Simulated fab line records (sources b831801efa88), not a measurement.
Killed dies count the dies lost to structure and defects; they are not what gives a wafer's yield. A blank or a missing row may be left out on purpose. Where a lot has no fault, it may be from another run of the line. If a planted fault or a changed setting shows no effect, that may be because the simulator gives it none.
Which tool did it? | flow sfq_line | 7 lots with 20 wafers sampled at 2 steps, on a route of 325 steps

## WHAT EACH GAUGE READ, for each wafer
SFQ_M8_RS_MEAS_949: a four-point-probe measurement.
lot  | measured     | on            | M8_AU_RS (ohm/sq)
L514 | day 75 06:01 | film_metro-01 | 0.1520 0.1523 0.1537
L516 | day 76 02:05 | film_metro-01 | 0.1525 0.1542 0.1540
L518 | day 76 08:29 | film_metro-02 | 0.1523 0.1519 0.1516
L520 | day 76 22:50 | film_metro-01 | 0.1536 0.1553 0.1550
L526 | day 80 09:12 | film_metro-02 | 0.1550 0.4008
L531 | day 81 15:55 | film_metro-04 | 0.1549 0.1543 0.1539
L535 | day 82 14:13 | film_metro-02 | 0.1501 0.1528 0.1512

## EACH LOT AND THE TOOL THAT RAN IT (in order: tool; ch and the chambers of the sampled wafers; start)
lot  | SFQ_TRILAYER_M8_DEP_EVAP_196
L514 | pvd_sputter-01, day 75 05:30
L516 | pvd_sputter-02, day 76 01:32
L518 | pvd_sputter-02, day 76 07:54
L520 | pvd_sputter-02, day 76 22:18
L526 | pvd_sputter-01, day 80 08:39
L531 | pvd_sputter-02, day 81 15:24
L535 | pvd_sputter-02, day 82 13:41
- SFQ_TRILAYER_M8_DEP_EVAP_196: material Au, target thk 180 nm, time 900 s.

## THE ANSWER, worked out from the rows above alone
Rule: the usual values come from the lots themselves. The widest of any qualifying gaps counts: lots, ordered by their means at a reading, are off when they make up no more than a third of the lots, leave a main group of 4 or more, and stand apart from it by 3 or more times the standard deviation of that group's means. If all means in a main group match to the digits the tables above print for the reading, that group is not used. A lot without any number at a reading at which 4 lots or more have one is off too. Any other lot the step has rows for is counted as sound.
Off: L526, seen at SFQ_M8_RS_MEAS_949 (M8_AU_RS). The main group has a mean of 0.1531 ohm/sq with a standard deviation of 0.0012.
If a tool, at a process step before that reading, ran all the lots that are off and no sound lot after the first of them, it fits. Gauges at SFQ_M8_RS_MEAS_949: tried the same way as those tools. One candidate fits, namely pvd_sputter-01 at SFQ_TRILAYER_M8_DEP_EVAP_196. Its last sound lot is L514 (day 75 05:30), its first lot that is off L526 (day 80 08:39): a fault that began between those two fits.

## WHAT THE SIMULATOR HAD INSERTED
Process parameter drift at SFQ_TRILAYER_M8_DEP_EVAP_196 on pvd_sputter-01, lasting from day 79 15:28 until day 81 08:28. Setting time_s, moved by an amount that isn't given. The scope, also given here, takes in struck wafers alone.
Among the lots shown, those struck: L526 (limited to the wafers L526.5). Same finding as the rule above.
